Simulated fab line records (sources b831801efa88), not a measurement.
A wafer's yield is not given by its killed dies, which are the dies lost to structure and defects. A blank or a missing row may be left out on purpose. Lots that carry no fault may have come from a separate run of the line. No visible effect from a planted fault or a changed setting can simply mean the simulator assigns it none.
Problem report in the 8D (eight disciplines) form, filled by code :: flow gf180mcu :: the parts of the form that need people (team, actions taken, sign-off) are left out

## 1. WHAT WENT WRONG
VT_IMPLANT_TW at GF_VT_IMPLANT_TW_MEAS_10 reads a mean of 509.7 on 6 wafers of 2 lots; wafers without a fault read 565.0 with a standard deviation of 2.8. That is -20 standard deviations from the usual mean.
First observed at day 9 12:20: wafer L534.1, on film-metro-03. Wafers with a number at this step in the record: 39, from 13 lots. Rule for "out" (also "out of limits"): further than 4 standard deviations from the usual mean. Any other wafer with a number is counted as sound.

## 2. WHAT IT IS; WHAT IT IS NOT
question: which readings at this step
is: VT_IMPLANT_TW
is not: -

question: which lots
is: L534, L535
is not: L519, L520, L522, L523, L524, L526, L527, L528, L529, L532, L533

question: which wafers of those lots
is: all that have a number
is not: -

question: read on which gauges
is: film-metro-03
is not: film-metro-01, film-metro-04

question: when
is: from day 9 12:20
is not: up to then (33 sound wafers)

## 3. SUSPECTS, AND WHAT RULES EACH OUT
Counting: a tool at a process step up to the reading stays a suspect if it ran every lot that is out and no sound lot after the first of them.
- the gauge at GF_VT_IMPLANT_TW_MEAS_10: ruled out. All the wafers that are out were read on film-metro-03, but those of them that GF_VT_IMPLANT_IMPLANT_08 has rows for are out there too, on other tools.
- implanter-04 at GF_VT_IMPLANT_IMPLANT_08: kept. It ran every lot that is out, first L534 (day 9 12:05), and no sound lot after that; its last sound lot up to then is L533 (day 9 09:02). On those wafers its own readings are out: dose-ions-cm2, faraday-current-uA.
Left after counting: implanter-04 at GF_VT_IMPLANT_IMPLANT_08.

## 4. THE CAUSE (what the simulator had put in)
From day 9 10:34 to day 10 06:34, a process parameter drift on implanter-04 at GF_VT_IMPLANT_IMPLANT_08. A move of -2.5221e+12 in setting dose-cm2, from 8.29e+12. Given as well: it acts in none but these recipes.
After counting, this tool was the only one left.

## 5. THE EFFECT CHAIN, in route order
Rows list readings where the struck wafers' mean (over those with a number) sits beyond 3 standard deviations from the usual. Scope: only readings with a usual standard deviation given in the record; hours: median across lots of the time from each lot's start at the first step in this table that gives one to its start at this step; sigmas: change in usual standard deviations.
hours: 0
step: GF_VT_IMPLANT_IMPLANT_08
reading: dose-ions-cm2
usual: 8.292e+12
on struck wafers: 5.767e+12
change: -2.525e+12
sigmas: -99 or more

hours: 0
step: GF_VT_IMPLANT_IMPLANT_08
reading: faraday-current-uA
usual: 46.8
on struck wafers: 32.5
change: -14.3
sigmas: -16

hours: 0
step: GF_VT_IMPLANT_TW_MEAS_10
reading: VT_IMPLANT_TW
usual: 565.0
on struck wafers: 509.7
change: -55.3
sigmas: -20
It contains these process steps:
- GF_VT_IMPLANT_IMPLANT_08

## 6. HOW IT WOULD HAVE BEEN CAUGHT EARLIER
Counted from the fault's start at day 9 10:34, it took 2 hours until the first out-of-limits reading at a measuring or inspecting step in this record, taken at day 9 12:20.
The tool's own readings at GF_VT_IMPLANT_IMPLANT_08 were out on every struck wafer that the step has a row for (dose-ions-cm2, faraday-current-uA): an alarm limit on them would have fired on the first of those.
Lots out: 2; of these, L535 started GF_VT_IMPLANT_IMPLANT_08 on implanter-04 after day 9 12:20. A tool hold placed at that time would have kept it from harm.
